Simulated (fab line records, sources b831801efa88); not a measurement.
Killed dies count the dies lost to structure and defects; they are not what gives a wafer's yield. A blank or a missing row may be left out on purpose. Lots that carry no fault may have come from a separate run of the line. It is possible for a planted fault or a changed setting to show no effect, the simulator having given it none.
A lot that was struck, set against a sound lot ; flow sky130 ; 15 steps out of a route of 708
Sound: the wafers L164.3, L164.4, L164.5. Wafers L176.2, L176.4, L176.5 were the ones struck. The cause comes at the end.
Order at every step that has rows: each side's tool, ch and its chambers, its first start. Under that, the readings that differ: sound wafers ; struck wafers ; difference of the means ; sigmas: that difference in standard deviations of wafers without a fault.
alike: readings with means less than 2 such deviations apart, plus words and numbers identical on both sides. not compared: withheld readings, readings lacking a value on some wafer, bounds such as >300 that could conceal the same value, and numbers that have no deviation in the record and whose values overlap.
A row with sigmas, a row that says differs or no value, or rows on one side alone: a step with any of these is where the two part. When numbers do not overlap yet have no deviation, they are printed without sigmas and do not part them. A reading that every wafer of one side lacks parts them only if that side has two wafers or more.

first, 1 step without rows for these wafers: SKY_POLY_GATE_OXIDATION_20 (stabilise 600 s, purge 300 s, target thk 4 nm).
SKY_POLY_GATE_THK_MEAS_21:
  sound on film metro-03 at day 16 09:37; struck on film metro-03 at day 20 23:35
  alike: POLY_GATE_OXIDATION_THK
SKY_POLY_GATE_CD_MEAS_22:
  sound on cd sem-01 at day 16 09:43; struck on cd sem-02 at day 20 23:40
  alike: cd nm
then, 7 steps without rows for these wafers: SKY_LDD_N_DEHYDRATE_00 (time 60 s); SKY_LDD_N_HMDS_01 (prime time 60 s); SKY_LDD_N_COAT_02 (resist thk 300 nm); SKY_LDD_N_SOFTBAKE_03 (time 60 s); SKY_LDD_N_EXPOSE_04 (exposes mask NTM, target cd 840 nm); SKY_LDD_N_PEB_05; SKY_LDD_N_DEVELOP_06 (develop time 60 s).
SKY_LDD_N_OVL_MEAS_07:
  sound on overlay-02 at day 17 15:16; struck on overlay-02 at day 22 06:13
  alike: LDD_N_OVL
following that, these wafers have no rows for 1 step: SKY_LDD_N_IMPLANT_08.
SKY_LDD_N_IMPLANT_09:
  sound on implanter-02 ch 0, day 17 15:29; struck on implanter-04 ch 0, day 22 06:25
reading;sound;struck;difference;sigmas
beam energy keV;20.007 19.994 19.997;16.821 16.821 16.829;-3.176;-99 or more
beam on s (s);9.83 9.91 9.69;10.66 10.52 10.62;+0.79;+4
faraday current uA;432 426 438;397 402 397;-33;-4
model.implant.rp nm (nm);16.04 16.04 16.04;13.59 13.59 13.59;-2.45;
model.implant.drp nm (nm);7.212 7.212 7.212;6.409 6.409 6.409;-0.803;
following that, these wafers have no rows for 1 step: SKY_LDD_N_IMPLANT_10.
-- here the record skips 26 days between the struck wafers' starts before and after, leaving off in module LDD_N and picking up in module PAD_OPEN (first step shown: number 708 of the route) --
SKY_PAD_OPEN_PROBE_99:
  sound on prober-01 at day 45 20:07; struck on prober-02 at day 48 17:34
reading;sound;struck;difference;sigmas
model.etest.tip n.rs ohm sq;442.5 441.4 442.5;459.2 460.7 458.4;+17.3;
  alike: killed_at_M0_to_M3, killed_at_M4_up, killed at contacts, killed at front end, killed at other, killed dies, killed open, killed short

== WHERE THEY PART ==
At SKY_LDD_N_IMPLANT_09 and nowhere else, as far as this record goes. Later steps at which nothing parts them and some readings are alike: SKY_PAD_OPEN_PROBE_99.

WHY: what had been put in by the simulator
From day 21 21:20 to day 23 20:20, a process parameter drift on implanter-04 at SKY_LDD_N_IMPLANT_09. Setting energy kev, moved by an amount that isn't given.
